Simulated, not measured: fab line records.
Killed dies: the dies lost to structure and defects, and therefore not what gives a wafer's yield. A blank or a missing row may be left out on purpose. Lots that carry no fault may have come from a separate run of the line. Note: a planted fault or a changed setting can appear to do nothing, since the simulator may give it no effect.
Which tool did it? | flow sky130 | 12 lots, 36 wafers sampled, at 7 steps of a route of 708

WHAT THE GAUGES READ, wafer by wafer
SKY_DNWELL_TW_MEAS_09.
lot  | measured    | on            | DNWELL_TW
L723 | day 3 11:14 | film_metro-03 | 1098 1099 1097
L724 | day 3 17:50 | film_metro-01 | 1124 1122 1130
L726 | day 4 01:58 | film_metro-01 | 1128 1134 1124
L727 | day 4 06:11 | film_metro-03 | 1097 1098 1095
L731 | day 5 08:17 | film_metro-03 | 1105 1105 1100
L737 | day 6 16:23 | film_metro-04 | 1120 1118 1118
L738 | day 6 21:50 | film_metro-01 | 1131 1126 1133
L739 | day 7 01:46 | film_metro-04 | 1118 1123 1117
L742 | day 7 16:30 | film_metro-03 | 1091 1099 1098
L743 | day 8 00:38 | film_metro-03 | 1093 1085 1089
L744 | day 8 05:14 | film_metro-03 | 1096 1098 1099
L745 | day 8 09:26 | film_metro-03 | 1093 1087 1089

SKY_VT_ADJUST_NCORE_CD_MEAS_07: the cd target is 380 nm.
lot  | measured     | on        | cd_nm (nm)
L723 | day 8 22:29  | cd_sem-01 | 377 378 378
L724 | day 9 04:45  | cd_sem-02 | 381 382 381
L726 | day 9 22:47  | cd_sem-02 | 383 385 385
L727 | day 9 19:05  | cd_sem-01 | 381 381 382
L731 | day 11 07:41 | cd_sem-02 | 380 382 381
L737 | day 13 03:59 | cd_sem-01 | - - -
L738 | day 13 10:05 | cd_sem-01 | - - -
L739 | day 13 14:46 | cd_sem-01 | - - -
L742 | day 14 11:03 | cd_sem-01 | 377 376 374
L743 | day 14 20:20 | cd_sem-01 | 381 382 384
L744 | day 15 02:42 | cd_sem-01 | 374 373 374
L745 | day 15 07:44 | cd_sem-02 | 378 375 376

SKY_VT_ADJUST_HVTR_TW_MEAS_11.
lot  | measured     | on            | VT_ADJUST_HVTR_TW
L723 | day 9 20:11  | film_metro-01 | 212.5 212.9 213.2
L724 | day 10 03:06 | film_metro-04 | 211.5 210.9 211.4
L726 | day 10 22:19 | film_metro-03 | 209.3 209.3 208.3
L727 | day 10 18:10 | film_metro-03 | 209.5 208.9 209.1
L731 | day 12 08:02 | film_metro-01 | 211.7 212.2 211.7
L737 | day 14 05:14 | film_metro-04 | 264.4 264.1 265.2
L738 | day 14 12:35 | film_metro-04 | 266.2 266.7 266.5
L739 | day 14 17:46 | film_metro-01 | 264.6 265.4 263.9
L742 | day 15 15:09 | film_metro-04 | 213.3 212.5 212.1
L743 | day 16 00:26 | film_metro-04 | 211.8 212.2 212.4
L744 | day 16 07:09 | film_metro-04 | 212.1 213.7 212.2
L745 | day 16 11:59 | film_metro-03 | 206.6 208.2 207.4

SKY_VT_ADJUST_PCH_TW_MEAS_10.
lot  | measured     | on            | VT_ADJUST_PCH_TW
L723 | day 10 18:40 | film_metro-04 | 141.9 142.8 142.9
L724 | day 11 02:44 | film_metro-02 | 143.2 143.6 143.6
L726 | day 11 21:45 | film_metro-03 | 140.6 140.1 140.9
L727 | day 11 17:34 | film_metro-03 | 140.5 141.2 140.4
L731 | day 13 09:37 | film_metro-02 | 143.3 142.8 143.4
L737 | day 15 08:22 | film_metro-02 | 231.5 231.7 231.1
L738 | day 15 16:34 | film_metro-04 | 232.0 232.8 233.1
L739 | day 15 21:06 | film_metro-02 | 231.0 232.0 231.8
L742 | day 16 19:29 | film_metro-03 | 140.6 140.2 140.1
L743 | day 17 05:40 | film_metro-02 | 142.0 142.7 143.5
L744 | day 17 11:44 | film_metro-02 | 141.0 141.5 142.9
L745 | day 17 16:13 | film_metro-04 | 142.7 143.4 143.2

SKY_LDD_P_OVL_MEAS_08.
lot  | measured     | on         | LDD_P_OVL (nm)
L723 | day 19 13:43 | overlay-01 | 2.2 3.6 3.7
L724 | day 20 01:22 | overlay-02 | 1.8 1.6 0.9
L726 | day 20 19:52 | overlay-01 | 1.8 0.8 -0.9
L727 | day 20 10:54 | overlay-01 | 0.0 0.7 1.9
L731 | day 22 15:12 | overlay-02 | -0.3 0.2 -0.1
L737 | day 27 21:42 | overlay-01 | 0.3 -0.3 -0.7
L738 | day 28 00:27 | overlay-02 | 2.3 1.8 1.0
L739 | day 28 01:01 | overlay-01 | -1.0 2.1 2.1
L742 | day 28 01:46 | overlay-01 | 2.6 2.2 0.2
L743 | day 27 23:51 | overlay-01 | 1.1 1.7 -0.7
L744 | day 28 02:16 | overlay-02 | 2.5 3.2 0.8
L745 | day 28 02:57 | overlay-02 | 2.4 1.2 1.0

SKY_POLY_CUT_OVL_MEAS_09.
lot  | measured     | on         | POLY_CUT_OVL (nm)
L723 | day 25 13:02 | overlay-01 | -6 -12 -8
L724 | day 25 14:10 | overlay-02 | -8 -5 -6
L726 | day 25 14:17 | overlay-02 | -2 -2 1
L727 | day 25 13:55 | overlay-02 | -2 -3 -2
L731 | day 27 05:09 | overlay-01 | -5 0 -9
L737 | day 32 16:01 | overlay-01 | -4 -6 -4
L738 | day 32 19:28 | overlay-02 | -6 -17 -2
L739 | day 32 19:07 | overlay-02 | -6 -7 -5
L742 | day 32 19:42 | overlay-02 | -11 -14 -2
L743 | day 32 18:27 | overlay-02 | -4 -5 -11
L744 | day 32 20:07 | overlay-01 | -6 -2 -7
L745 | day 32 20:27 | overlay-02 | -4 -6 -5

EACH LOT AND THE TOOL THAT RAN IT (in order: tool; ch and the chambers of the sampled wafers; start)
lot  | SKY_VT_ADJUST_NCORE_COAT_02
L723 | litho_track-02 ch 0, day 8 12:11
L724 | litho_track-03 ch 0, day 8 18:31
L726 | litho_track-01 ch 0, day 9 11:40
L727 | litho_track-01 ch 0, day 9 08:14
L731 | litho_track-02 ch 0, day 10 20:29
L737 | litho_track-01, day 12 15:11
L738 | litho_track-01, day 12 21:44
L739 | litho_track-01, day 13 02:34
L742 | litho_track-01 ch 0, day 13 21:55
L743 | litho_track-02 ch 0, day 14 07:14
L744 | litho_track-02 ch 0, day 14 12:31
L745 | litho_track-02 ch 0, day 14 17:50
- SKY_VT_ADJUST_NCORE_COAT_02: resist thk 1140 nm.

AS READ BY THE TOOLS THEMSELVES (means over the sampled wafers that have a number; for cases with no such wafer, the mark the record gives instead)
SKY_VT_ADJUST_NCORE_COAT_02.
lot  | tool           | chill_plate_temp_C (C) | dispense_pressure_kPa (kPa) | resist_line_temp_C (C)
L723 | litho_track-02 | 23.15                  | 45.3                        | 22.95
L724 | litho_track-03 | 23.05                  | 45.8                        | 23.11
L726 | litho_track-01 | 22.99                  | 49.3                        | 23.15
L727 | litho_track-01 | 22.98                  | 49.3                        | 22.85
L731 | litho_track-02 | 22.85                  | 45.3                        | 22.94
L737 | litho_track-01 | -                      | -                           | -
L738 | litho_track-01 | -                      | -                           | -
L739 | litho_track-01 | -                      | -                           | -
L742 | litho_track-01 | 23.00                  | 49.3                        | 23.03
L743 | litho_track-02 | 23.11                  | 45.3                        | 22.97
L744 | litho_track-02 | 23.06                  | 45.3                        | 22.86
L745 | litho_track-02 | 23.08                  | 45.4                        | 23.05

THE ANSWER, worked out from the rows above alone
Rule: the lots themselves supply what counts as usual. Put in order of their means at a reading, lots are off if they are a third of the lots or fewer, leave a main group of 4 or more, and stand apart from it by a gap of 3 or more times the standard deviation of the main group's means; of several such gaps the widest counts. Not used: any main group whose means are identical at the precision the tables above print for the reading. Also off: a lot with no number at a reading for which 4 or more lots have one. Where the step has rows for the other lots, those lots are counted as sound. Order of review: gauges by route order, followed by the tools' own readings, for which a lot's mean as printed above is used. The first step at which some lot is off is used, and at that step the reading that is off furthest; a lot without a number counts as furthest.
Off: L737, L738, L739 (SKY_VT_ADJUST_NCORE_CD_MEAS_07, cd_nm). Without a number there: L737, L738, L739. The main group: mean 379 nm, standard deviation 3.4.
If a tool, at a process step before that reading, ran all the lots that are off and no sound lot after the first of them, it fits. The gauges at SKY_VT_ADJUST_NCORE_CD_MEAS_07 aren't tried: what is off there is off at SKY_VT_ADJUST_HVTR_TW_MEAS_11 too, on other tools, and a gauge's error can't cause that. Of those tried, none fits.

WHAT WAS PUT IN BY THE SIMULATOR
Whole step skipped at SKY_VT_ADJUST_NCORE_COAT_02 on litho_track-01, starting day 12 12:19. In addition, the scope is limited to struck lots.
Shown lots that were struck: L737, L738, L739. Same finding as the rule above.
